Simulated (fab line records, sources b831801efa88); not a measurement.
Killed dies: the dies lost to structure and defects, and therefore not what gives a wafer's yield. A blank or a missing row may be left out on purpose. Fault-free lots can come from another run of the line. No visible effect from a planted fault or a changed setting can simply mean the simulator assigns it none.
Shared-tool check + flow gf180mcu + 12 lots and 42 wafers in the sample

REASON IT WAS OPENED
2 of 12 lots carry a flag on the reading NSD_RS at GF_PSD_RS_MEAS_14. No-fault wafers: 46.18 ohm/sq, standard deviation 0.086.
Rule: a lot gets a flag if all its wafers with a number sit over 4 standard deviations from that mean, or if no wafer of it has a number. As for the other lots, they are considered sound.

| lot  | measured     | on            | NSD_RS (ohm/sq), wafer by wafer     | flag    |
|------|--------------|---------------|-------------------------------------|---------|
| L454 | day 14 09:23 | film_metro-04 | 46.17 46.33 46.29                   |         |
| L455 | day 14 14:32 | film_metro-02 | 46.20 46.24 46.21                   |         |
| L456 | day 14 21:34 | film_metro-04 | 46.10 45.97 46.04                   |         |
| L465 | day 18 00:31 | film_metro-04 | 44.04 44.01 43.90 44.08 44.06 44.07 | FLAGGED |
| L469 | day 19 11:58 | film_metro-04 | 44.03 44.03 43.96 44.06 44.14 43.92 | FLAGGED |
| L470 | day 20 02:37 | film_metro-02 | 46.15 46.18 46.13                   |         |
| L471 | day 20 11:32 | film_metro-02 | 46.27 46.17 46.11                   |         |
| L472 | day 20 13:40 | film_metro-02 | 46.16 46.16 46.24                   |         |
| L473 | day 21 00:55 | film_metro-04 | 46.08 46.08 46.17                   |         |
| L475 | day 21 15:24 | film_metro-02 | 46.30 46.28 46.26                   |         |
| L476 | day 21 22:26 | film_metro-02 | 46.28 46.19 46.16                   |         |
| L477 | day 22 05:35 | film_metro-04 | 46.11 46.17 46.12                   |         |
The mean of the flagged lots' numbers is 44.02 ohm/sq, -2.16 ohm/sq from the usual (-25 standard deviations).

LOT BY LOT: THE TOOL USED
Before the reading, the record contains 2 process steps out of a 602-step route. In each cell: the tool, then ch and the chambers that the sampled wafers went through, then the start.
| lot  | flag    | GF_NSD_IMPLANT_09               | GF_NSD_STRIP_11                      |
|------|---------|---------------------------------|--------------------------------------|
| L454 |         | implanter-04 ch 0, day 13 11:56 | plasma_asher-04 ch 0,1, day 13 12:13 |
| L455 |         | implanter-04 ch 0, day 13 16:59 | plasma_asher-01 ch 0,1, day 13 17:16 |
| L456 |         | implanter-04 ch 0, day 13 23:55 | plasma_asher-03 ch 0,1, day 14 00:13 |
| L465 | FLAGGED | implanter-03 ch 0, day 17 01:13 | plasma_asher-01 ch 0,1, day 17 01:50 |
| L469 | FLAGGED | implanter-03 ch 0, day 18 10:40 | plasma_asher-04 ch 0,1, day 18 11:16 |
| L470 |         | implanter-03 ch 0, day 19 01:19 | plasma_asher-04 ch 0,1, day 19 01:55 |
| L471 |         | implanter-04 ch 0, day 19 09:56 | plasma_asher-03 ch 0,1, day 19 10:13 |
| L472 |         | implanter-02 ch 0, day 19 13:02 | plasma_asher-04 ch 0,1, day 19 13:19 |
| L473 |         | implanter-03 ch 0, day 19 23:41 | plasma_asher-04 ch 0,1, day 19 23:56 |
| L475 |         | implanter-03 ch 0, day 20 14:49 | plasma_asher-04 ch 0,1, day 20 15:07 |
| L476 |         | implanter-02 ch 0, day 20 22:14 | plasma_asher-03 ch 0,1, day 20 22:31 |
| L477 |         | implanter-04 ch 0, day 21 05:13 | plasma_asher-01 ch 0,1, day 21 05:31 |
What is done by these steps:
- GF_NSD_IMPLANT_09
- GF_NSD_STRIP_11: strips in O2/N2.
- GF_PSD_RS_MEAS_14: measures by four-point-probe.

FLAGGED OVER TOTAL, TOOL BY TOOL (the gauges that took the reading come last)
| step              | tool            | lots run | flagged | share of the flagged lots | sound lots run after its first flagged lot |
|-------------------|-----------------|----------|---------|---------------------------|--------------------------------------------|
| GF_NSD_IMPLANT_09 | implanter-02    | 2        | 0       | none                      | -                                          |
| GF_NSD_IMPLANT_09 | implanter-03    | 5        | 2       | all                       | 3 (L470,L473,L475)                         |
| GF_NSD_IMPLANT_09 | implanter-04    | 5        | 0       | none                      | -                                          |
| GF_NSD_STRIP_11   | plasma_asher-01 | 3        | 1       | some                      | 1 (L477)                                   |
| GF_NSD_STRIP_11   | plasma_asher-03 | 3        | 0       | none                      | -                                          |
| GF_NSD_STRIP_11   | plasma_asher-04 | 6        | 1       | some                      | 4 (L470,L472,L473,L475)                    |
| GF_PSD_RS_MEAS_14 | film_metro-02   | 6        | 0       | none                      | -                                          |
| GF_PSD_RS_MEAS_14 | film_metro-04   | 6        | 2       | all                       | 2 (L473,L477)                              |

WHAT THE TABLE PERMITS
In 2 table rows, all flagged lots were run: implanter-03 (GF_NSD_IMPLANT_09), film_metro-04 (GF_PSD_RS_MEAS_14).
- implanter-03 at GF_NSD_IMPLANT_09: 2 of its 5 lots flagged. After the first flagged lot (L470, L473, L475), sound lots still ran on it; a lasting fault on the whole tool would not permit that.
- film_metro-04 at GF_PSD_RS_MEAS_14: 2 of its 6 lots flagged. After the first flagged lot (L473, L477), sound lots still ran on it; a lasting fault on the whole tool would not permit that.
None of the table's rows ran every flagged lot and, after the first, no sound lot.

WHAT HAD BEEN PUT IN BY THE SIMULATOR
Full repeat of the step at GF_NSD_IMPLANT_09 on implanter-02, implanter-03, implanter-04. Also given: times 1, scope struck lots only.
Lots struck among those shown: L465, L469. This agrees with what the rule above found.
